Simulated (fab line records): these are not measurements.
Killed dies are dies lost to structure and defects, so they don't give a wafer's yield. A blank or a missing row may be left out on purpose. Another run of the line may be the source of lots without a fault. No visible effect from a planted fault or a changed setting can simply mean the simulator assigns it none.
A sampling plan put to the test	flow sky130	one fab line, 50 faults that these records tell of, each judged on the records of the lots that it struck
The plan consists of the line's own looks: route steps at which the wafer is read by a gauge or an inspection but not changed. Where struck wafers have a number at a look and the file lists that look's usual mean and standard deviation on fault-free wafers, the look can be judged. Caught: 4 or more of those standard deviations (sigma) separate the usual mean from the mean of the struck wafers at a look after the fault's first step. On the tool: the identical test, applied to the tool's own readings at the steps of the fault. A different recipe on the struck wafers counts as caught too, as does a record blank only for those wafers.

THE FAULTS, as the simulator had put them in
1. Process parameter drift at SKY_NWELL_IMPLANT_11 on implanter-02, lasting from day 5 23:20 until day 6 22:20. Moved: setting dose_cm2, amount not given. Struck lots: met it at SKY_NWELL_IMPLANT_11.
2. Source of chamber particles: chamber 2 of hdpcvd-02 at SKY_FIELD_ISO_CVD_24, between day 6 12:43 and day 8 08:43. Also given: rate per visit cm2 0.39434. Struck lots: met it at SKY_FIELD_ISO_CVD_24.
3. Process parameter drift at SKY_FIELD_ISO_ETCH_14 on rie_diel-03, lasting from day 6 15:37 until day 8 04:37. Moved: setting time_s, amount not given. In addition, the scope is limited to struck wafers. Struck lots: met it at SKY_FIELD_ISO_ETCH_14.
4. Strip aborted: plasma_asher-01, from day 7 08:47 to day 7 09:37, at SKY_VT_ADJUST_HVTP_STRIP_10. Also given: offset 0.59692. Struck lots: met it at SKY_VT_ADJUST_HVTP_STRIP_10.
5. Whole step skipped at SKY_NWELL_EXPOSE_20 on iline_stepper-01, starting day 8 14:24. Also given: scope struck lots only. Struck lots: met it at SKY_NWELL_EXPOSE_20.
6. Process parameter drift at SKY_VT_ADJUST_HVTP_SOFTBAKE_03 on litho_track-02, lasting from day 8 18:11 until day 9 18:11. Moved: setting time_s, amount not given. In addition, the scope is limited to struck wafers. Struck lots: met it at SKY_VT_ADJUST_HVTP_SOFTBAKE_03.
7. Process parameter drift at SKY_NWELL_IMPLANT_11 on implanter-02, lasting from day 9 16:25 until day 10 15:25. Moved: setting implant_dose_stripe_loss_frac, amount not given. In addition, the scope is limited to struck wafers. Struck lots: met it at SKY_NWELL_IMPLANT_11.
8. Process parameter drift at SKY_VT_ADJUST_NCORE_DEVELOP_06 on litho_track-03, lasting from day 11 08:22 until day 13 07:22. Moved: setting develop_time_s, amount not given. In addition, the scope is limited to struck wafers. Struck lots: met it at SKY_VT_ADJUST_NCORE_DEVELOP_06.
9. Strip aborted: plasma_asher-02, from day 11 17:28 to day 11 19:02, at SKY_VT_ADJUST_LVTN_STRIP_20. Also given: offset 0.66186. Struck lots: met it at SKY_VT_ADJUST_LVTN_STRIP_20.
10. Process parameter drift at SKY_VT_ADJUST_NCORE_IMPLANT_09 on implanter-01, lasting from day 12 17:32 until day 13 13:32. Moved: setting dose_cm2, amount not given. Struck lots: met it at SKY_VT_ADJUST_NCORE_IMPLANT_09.
11. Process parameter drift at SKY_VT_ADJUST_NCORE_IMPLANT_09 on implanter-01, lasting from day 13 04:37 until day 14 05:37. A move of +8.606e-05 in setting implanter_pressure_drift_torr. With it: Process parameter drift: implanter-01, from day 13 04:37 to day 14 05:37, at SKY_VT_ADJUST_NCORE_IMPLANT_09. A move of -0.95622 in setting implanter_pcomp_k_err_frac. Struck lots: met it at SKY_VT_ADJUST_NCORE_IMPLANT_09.
12. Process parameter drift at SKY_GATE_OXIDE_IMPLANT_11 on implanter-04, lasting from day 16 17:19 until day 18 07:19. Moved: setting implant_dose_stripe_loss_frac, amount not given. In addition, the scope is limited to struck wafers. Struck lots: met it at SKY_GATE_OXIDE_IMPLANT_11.
13. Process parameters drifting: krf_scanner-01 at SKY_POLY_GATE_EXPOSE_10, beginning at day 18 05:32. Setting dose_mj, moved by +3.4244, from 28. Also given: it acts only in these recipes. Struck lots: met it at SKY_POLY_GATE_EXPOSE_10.
14. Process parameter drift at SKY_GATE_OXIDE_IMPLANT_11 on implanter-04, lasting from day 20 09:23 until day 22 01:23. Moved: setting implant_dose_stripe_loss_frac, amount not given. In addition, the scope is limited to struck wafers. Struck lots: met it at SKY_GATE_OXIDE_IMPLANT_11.
15. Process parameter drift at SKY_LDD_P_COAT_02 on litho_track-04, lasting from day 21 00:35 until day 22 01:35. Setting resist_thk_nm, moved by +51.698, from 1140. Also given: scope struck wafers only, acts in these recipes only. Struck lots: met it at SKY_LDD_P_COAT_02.
16. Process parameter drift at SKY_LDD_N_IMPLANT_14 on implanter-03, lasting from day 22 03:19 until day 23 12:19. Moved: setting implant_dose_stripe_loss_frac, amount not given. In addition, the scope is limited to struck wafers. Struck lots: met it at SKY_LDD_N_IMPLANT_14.
17. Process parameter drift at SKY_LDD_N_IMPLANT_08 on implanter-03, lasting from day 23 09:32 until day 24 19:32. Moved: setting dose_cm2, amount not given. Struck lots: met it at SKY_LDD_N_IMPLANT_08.
18. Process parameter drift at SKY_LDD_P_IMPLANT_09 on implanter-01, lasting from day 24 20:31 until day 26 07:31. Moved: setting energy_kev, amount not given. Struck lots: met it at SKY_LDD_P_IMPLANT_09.
19. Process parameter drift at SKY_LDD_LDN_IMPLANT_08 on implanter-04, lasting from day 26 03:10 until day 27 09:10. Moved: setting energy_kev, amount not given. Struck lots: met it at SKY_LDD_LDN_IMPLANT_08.
20. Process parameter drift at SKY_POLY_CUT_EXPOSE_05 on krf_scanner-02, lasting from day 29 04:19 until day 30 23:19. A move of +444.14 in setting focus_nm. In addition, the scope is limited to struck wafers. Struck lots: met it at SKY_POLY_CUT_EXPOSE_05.
21. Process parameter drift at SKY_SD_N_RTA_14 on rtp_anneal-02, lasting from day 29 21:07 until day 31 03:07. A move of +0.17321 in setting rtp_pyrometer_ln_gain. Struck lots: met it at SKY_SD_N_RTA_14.
22. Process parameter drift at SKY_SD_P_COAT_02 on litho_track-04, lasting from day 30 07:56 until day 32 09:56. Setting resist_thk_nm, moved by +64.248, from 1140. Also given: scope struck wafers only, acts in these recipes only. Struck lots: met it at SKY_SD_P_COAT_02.
23. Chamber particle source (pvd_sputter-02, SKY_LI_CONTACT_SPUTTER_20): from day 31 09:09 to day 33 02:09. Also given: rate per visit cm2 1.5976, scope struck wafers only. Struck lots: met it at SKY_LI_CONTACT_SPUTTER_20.
24. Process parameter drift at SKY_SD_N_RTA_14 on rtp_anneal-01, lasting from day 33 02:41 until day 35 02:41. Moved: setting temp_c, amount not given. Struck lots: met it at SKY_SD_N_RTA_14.
25. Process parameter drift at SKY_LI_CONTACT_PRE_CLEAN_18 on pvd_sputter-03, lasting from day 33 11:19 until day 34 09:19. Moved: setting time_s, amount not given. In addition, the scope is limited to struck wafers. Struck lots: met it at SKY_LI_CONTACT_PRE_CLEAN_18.
26. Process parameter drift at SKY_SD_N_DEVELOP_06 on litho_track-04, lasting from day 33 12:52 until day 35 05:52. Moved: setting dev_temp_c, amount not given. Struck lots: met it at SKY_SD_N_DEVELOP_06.
27. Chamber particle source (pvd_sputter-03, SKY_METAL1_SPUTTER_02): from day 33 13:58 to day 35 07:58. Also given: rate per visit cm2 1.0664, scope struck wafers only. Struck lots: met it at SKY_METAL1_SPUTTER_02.
28. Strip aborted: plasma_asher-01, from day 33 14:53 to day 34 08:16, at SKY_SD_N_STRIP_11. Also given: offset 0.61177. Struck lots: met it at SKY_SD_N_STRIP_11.
29. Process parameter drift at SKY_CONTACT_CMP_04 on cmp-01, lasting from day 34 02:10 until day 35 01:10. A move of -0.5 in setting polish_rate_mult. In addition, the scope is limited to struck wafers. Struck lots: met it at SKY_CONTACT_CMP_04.
30. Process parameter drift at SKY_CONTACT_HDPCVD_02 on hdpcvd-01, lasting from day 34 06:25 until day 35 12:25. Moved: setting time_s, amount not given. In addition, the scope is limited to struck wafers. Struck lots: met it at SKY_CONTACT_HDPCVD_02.
31. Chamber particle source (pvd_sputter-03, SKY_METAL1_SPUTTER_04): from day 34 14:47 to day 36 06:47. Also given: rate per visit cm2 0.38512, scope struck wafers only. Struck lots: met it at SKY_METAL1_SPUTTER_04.
32. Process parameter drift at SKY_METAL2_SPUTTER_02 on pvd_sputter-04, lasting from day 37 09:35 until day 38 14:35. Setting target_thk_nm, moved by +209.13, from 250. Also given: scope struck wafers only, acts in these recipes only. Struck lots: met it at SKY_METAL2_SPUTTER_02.
33. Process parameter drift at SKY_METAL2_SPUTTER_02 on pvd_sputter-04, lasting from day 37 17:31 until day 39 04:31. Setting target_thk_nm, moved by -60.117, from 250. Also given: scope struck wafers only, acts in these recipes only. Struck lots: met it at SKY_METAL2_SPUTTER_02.
34. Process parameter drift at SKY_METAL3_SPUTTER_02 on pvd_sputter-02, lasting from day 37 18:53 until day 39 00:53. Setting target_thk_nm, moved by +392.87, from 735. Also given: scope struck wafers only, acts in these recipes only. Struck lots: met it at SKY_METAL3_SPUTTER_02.
35. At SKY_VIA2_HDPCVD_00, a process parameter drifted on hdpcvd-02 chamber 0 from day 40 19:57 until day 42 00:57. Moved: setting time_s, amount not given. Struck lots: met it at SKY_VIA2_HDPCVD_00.
36. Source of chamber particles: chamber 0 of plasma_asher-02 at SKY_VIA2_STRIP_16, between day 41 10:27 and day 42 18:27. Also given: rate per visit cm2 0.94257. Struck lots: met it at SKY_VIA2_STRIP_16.
37. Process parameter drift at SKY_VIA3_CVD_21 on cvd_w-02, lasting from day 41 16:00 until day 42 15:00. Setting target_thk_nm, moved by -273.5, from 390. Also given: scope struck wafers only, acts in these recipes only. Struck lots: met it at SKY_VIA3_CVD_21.
38. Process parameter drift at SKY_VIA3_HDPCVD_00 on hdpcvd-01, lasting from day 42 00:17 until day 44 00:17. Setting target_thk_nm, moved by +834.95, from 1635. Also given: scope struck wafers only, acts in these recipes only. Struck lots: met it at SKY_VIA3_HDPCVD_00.
39. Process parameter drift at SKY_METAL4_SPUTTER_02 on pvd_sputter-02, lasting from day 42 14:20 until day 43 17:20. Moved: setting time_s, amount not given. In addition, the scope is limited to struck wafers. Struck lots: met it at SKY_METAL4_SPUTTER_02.
40. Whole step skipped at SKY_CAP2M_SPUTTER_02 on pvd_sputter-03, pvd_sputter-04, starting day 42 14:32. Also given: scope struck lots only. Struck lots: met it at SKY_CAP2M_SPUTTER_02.
41. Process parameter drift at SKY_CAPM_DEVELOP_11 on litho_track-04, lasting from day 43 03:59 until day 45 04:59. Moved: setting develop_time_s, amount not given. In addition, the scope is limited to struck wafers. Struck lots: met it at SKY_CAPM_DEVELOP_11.
42. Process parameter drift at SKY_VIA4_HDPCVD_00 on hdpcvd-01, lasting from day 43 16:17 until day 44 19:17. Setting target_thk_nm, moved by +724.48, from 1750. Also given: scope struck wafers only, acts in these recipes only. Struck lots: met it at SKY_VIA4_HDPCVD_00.
43. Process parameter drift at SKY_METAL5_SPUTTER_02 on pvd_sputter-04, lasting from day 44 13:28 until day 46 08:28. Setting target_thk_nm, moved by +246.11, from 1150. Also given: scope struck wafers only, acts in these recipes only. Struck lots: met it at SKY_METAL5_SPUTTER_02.
44. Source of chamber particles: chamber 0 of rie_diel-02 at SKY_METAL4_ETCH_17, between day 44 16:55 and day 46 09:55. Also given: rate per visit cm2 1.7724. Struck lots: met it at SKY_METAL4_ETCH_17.
45. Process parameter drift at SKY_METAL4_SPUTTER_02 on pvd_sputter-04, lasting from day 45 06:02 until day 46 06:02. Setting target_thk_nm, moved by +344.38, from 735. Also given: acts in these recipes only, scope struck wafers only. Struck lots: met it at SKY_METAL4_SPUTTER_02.
46. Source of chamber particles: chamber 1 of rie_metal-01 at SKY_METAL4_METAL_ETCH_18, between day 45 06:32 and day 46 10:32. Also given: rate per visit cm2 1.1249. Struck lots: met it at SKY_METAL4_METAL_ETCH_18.
47. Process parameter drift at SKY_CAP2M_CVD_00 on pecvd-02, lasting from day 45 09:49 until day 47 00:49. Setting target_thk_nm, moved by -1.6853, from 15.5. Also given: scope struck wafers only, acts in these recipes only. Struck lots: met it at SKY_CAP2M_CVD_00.
48. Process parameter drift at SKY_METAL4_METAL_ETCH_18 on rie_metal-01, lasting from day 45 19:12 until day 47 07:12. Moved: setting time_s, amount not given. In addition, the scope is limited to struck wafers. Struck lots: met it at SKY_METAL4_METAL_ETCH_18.
49. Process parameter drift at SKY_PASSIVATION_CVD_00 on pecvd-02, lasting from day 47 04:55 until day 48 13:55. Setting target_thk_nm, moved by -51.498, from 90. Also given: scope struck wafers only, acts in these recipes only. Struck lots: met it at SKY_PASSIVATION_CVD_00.
50. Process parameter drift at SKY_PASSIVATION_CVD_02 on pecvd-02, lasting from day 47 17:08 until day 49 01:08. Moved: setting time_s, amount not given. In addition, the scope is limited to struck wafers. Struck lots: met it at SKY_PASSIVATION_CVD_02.

WHAT THE PLAN SAW
fault	on the tool itself	first look that catches it	reading, sigma	median hours from its first step to that look	hours from the fault's start to the first struck lot there	judged looks passed uncaught
1	dose_ions_cm2 +99 or beyond sigma	SKY_NWELL_TW_MEAS_15	NWELL_TW +99 or beyond	0.5	7	0
2	no reading that can be judged	none of the 4 looks that can be judged after it	-	-	-	4
3	run_length_s -92 sigma	not the one look that can be judged after it	-	-	-	1
4	oes_product_au +50 sigma	SKY_VT_ADJUST_LVTN_TW_MEAS_10	VT_ADJUST_LVTN_TW -61	20.2	21	0
5	no reading that can be judged	no look after it can be judged	-	-	-	0
6	run_length_s +99 or beyond sigma	none of the 3 looks that can be judged after it	-	-	-	3
7	no reading that can be judged	SKY_NWELL_TW_MEAS_15	NWELL_TW -11	0.5	12	0
8	no reading that can be judged	SKY_VT_ADJUST_NCORE_CD_MEAS_07	cd_nm -5.8	0.1	8	0
9	oes_product_au +47 sigma	SKY_VT_ADJUST_NCORE_TW_MEAS_11	VT_ADJUST_NCORE_TW -94	23.9	25	0
10	dose_ions_cm2 -99 or beyond sigma	SKY_VT_ADJUST_NCORE_TW_MEAS_11	VT_ADJUST_NCORE_TW -24	0.2	1	0
11	end_station_pressure_torr +99 or beyond sigma	SKY_VT_ADJUST_NCORE_TW_MEAS_11	VT_ADJUST_NCORE_TW +6.2	0.2	2	0
12	under 2 sigma	none of the 5 looks that can be judged after it	-	-	-	5
13	exposure_dose_mJ_cm2 +95 sigma	SKY_POLY_GATE_CD_MEAS_13	cd_nm -10	15.2	17	0
14	no reading that can be judged	none of the 5 looks that can be judged after it	-	-	-	5
15	under 2 sigma	no look after it can be judged	-	-	-	0
16	no reading that can be judged	none of the 6 looks that can be judged after it	-	-	-	6
17	dose_ions_cm2 +99 or beyond sigma	SKY_LDD_N_TW_MEAS_17	LDD_N_TW +19	1.3	6	0
18	beam_energy_keV +99 or beyond sigma	SKY_LDD_P_TW_MEAS_11	LDD_P_TW +9.1	0.2	2	0
19	beam_energy_keV +99 or beyond sigma	no look after it can be judged	-	-	-	0
20	no reading that can be judged	SKY_POLY_CUT_CD_MEAS_08	cd_nm -8.9	13.3	22	0
21	lamp_power_pct -12 sigma	SKY_SD_N_RS_MEAS_16	SD_N_RS +38	0.2	5	0
22	no reading that can be judged	not the one look that can be judged after it	-	-	-	1
23	under 2 sigma	not the one look that can be judged after it	-	-	-	1
24	wafer_temp_C_max +7.7 sigma	SKY_SD_N_RS_MEAS_16	SD_N_RS -19	0.2	5	0
25	no reading that can be judged	none of the 2 looks that can be judged after it	-	-	-	2
26	developer_temp_C -23 sigma	none of the 2 looks that can be judged after it	strongest: cd_nm at SKY_SD_N_CD_MEAS_07, +2.5	-	-	2
27	under 2 sigma	not the one look that can be judged after it	-	-	-	1
28	oes_product_au -16 sigma	not the one look that can be judged after it	-	-	-	1
29	time_to_endpoint_s +5.6 sigma	not the one look that can be judged after it	-	-	-	1
30	run_length_s -11 sigma	SKY_CONTACT_THK_MEAS_03	CONTACT_HDPCVD_THK -6.2	0.1	4	0
31	under 2 sigma	none of the 2 looks that can be judged after it	-	-	-	2
32	under 2 sigma	SKY_METAL2_RS_MEAS_05	METAL2_ALCU_RS -41	0.1	4	0
33	under 2 sigma	SKY_METAL2_RS_MEAS_05	METAL2_ALCU_RS +29	0.1	4	0
34	under 2 sigma	none of the 2 looks that can be judged after it	-	-	-	2
35	run_length_s +99 or beyond sigma	SKY_VIA2_THK_MEAS_01	VIA2_HDPCVD_THK +33	0.1	11	0
36	under 2 sigma	not the one look that can be judged after it	-	-	-	1
37	under 2 sigma	SKY_VIA3_RS_MEAS_22	VIA3_W_RS +99 or beyond	0.2	2	0
38	no reading that can be judged	SKY_VIA3_THK_MEAS_01	VIA3_HDPCVD_THK +59	0.2	3	0
39	under 2 sigma	no look after it can be judged	-	-	-	0
40	the tool's record is blank for the struck wafers	not the one look that can be judged after it	-	-	-	1
41	no reading that can be judged	not the one look that can be judged after it	-	-	-	1
42	no reading that can be judged	SKY_VIA4_THK_MEAS_01	VIA4_HDPCVD_THK +44	0.2	3	0
43	under 2 sigma	SKY_METAL5_RS_MEAS_05	METAL5_ALCU_RS -17	0.1	7	0
44	under 2 sigma	no look after it can be judged	-	-	-	0
45	under 2 sigma	no look after it can be judged	-	-	-	0
46	under 2 sigma	none of the 2 looks that can be judged after it	-	-	-	2
47	under 2 sigma	SKY_CAP2M_THK_MEAS_01	CAP2M_CVD_00_THK -8.4	0.0	8	0
48	run_length_s -40 sigma	no look after it can be judged	-	-	-	0
49	under 2 sigma	SKY_PASSIVATION_THK_MEAS_01	PASSIVATION_CVD_00_THK -51	0.0	4	0
50	under 2 sigma	not the one look that can be judged after it	strongest: PASSIVATION_CVD_02_THK at SKY_PASSIVATION_THK_MEAS_03, +3.8	-	-	1
Dash: fault not caught, or number not given in these records.

Caught at a look: 23 of 50. Caught on the tool: 20 of 50. By one or the other: 31 of 50.
Faults 3, 6, 19, 26, 28, 29, 40, 48 were caught on the tool alone.
Caught at a look alone: faults 7, 8, 20, 32, 33, 37, 38, 42, 43, 47, 49.
Caught by neither: faults 2, 5, 12, 14, 15, 16, 22, 23, 25, 27, 31, 34, 36, 39, 41, 44, 45, 46, 50.

THINNER SAMPLING
Were the look that catches a fault to measure just every second or every third lot (counted by lot number), the first struck lot would, at worst, be measured this late:
fault	struck lots at that look, in order of time	every lot	every second lot	every third lot
1	L765, L768	7 h	19 h	may miss all 2
4	L503	21 h	may miss it	may miss it
7	L647, L648	12 h	18 h	may miss all 2
8	L648	8 h	may miss it	may miss it
9	L617	25 h	may miss it	may miss it
10	L581, L582	1 h	10 h	may miss all 2
11	L439, L441	2 h	may miss all 2	may miss all 2
13	L419, L420, L421, L422	17 h	24 h	37 h
17	L915, L916	6 h	14 h	may miss all 2
18	L403, L406	2 h	28 h	may miss all 2
20	L424, L425	22 h	29 h	may miss all 2
21	L975, L977	5 h	may miss all 2	may miss all 2
24	L568, L570, L572	5 h	may miss all 3	34 h
30	L111, L112, L113	4 h	9 h	23 h
32	L678, L679	4 h	12 h	may miss all 2
33	L878	4 h	may miss it	may miss it
35	L596, L598	11 h	may miss all 2	may miss all 2
37	L488, L491	2 h	22 h	may miss all 2
38	L337, L338	3 h	10 h	may miss all 2
42	L445, L447	3 h	may miss all 2	may miss all 2
43	L668, L670, L672	7 h	may miss all 3	32 h
47	L281, L283	8 h	may miss all 2	may miss all 2
49	L570, L571	4 h	11 h	may miss all 2
Hours are from the fault's start to the first struck lot that is measured. The limit of 4 sigma was tested on all struck wafers together, so one lot alone may lie under it. Other struck lots may not be in these records.

THE LONGEST TIMED WAY FROM STEP TO LOOK
Fault 9: a median of 23.9 hours passes between SKY_VT_ADJUST_LVTN_STRIP_20 and SKY_VT_ADJUST_NCORE_TW_MEAS_11. No look between them can be judged.
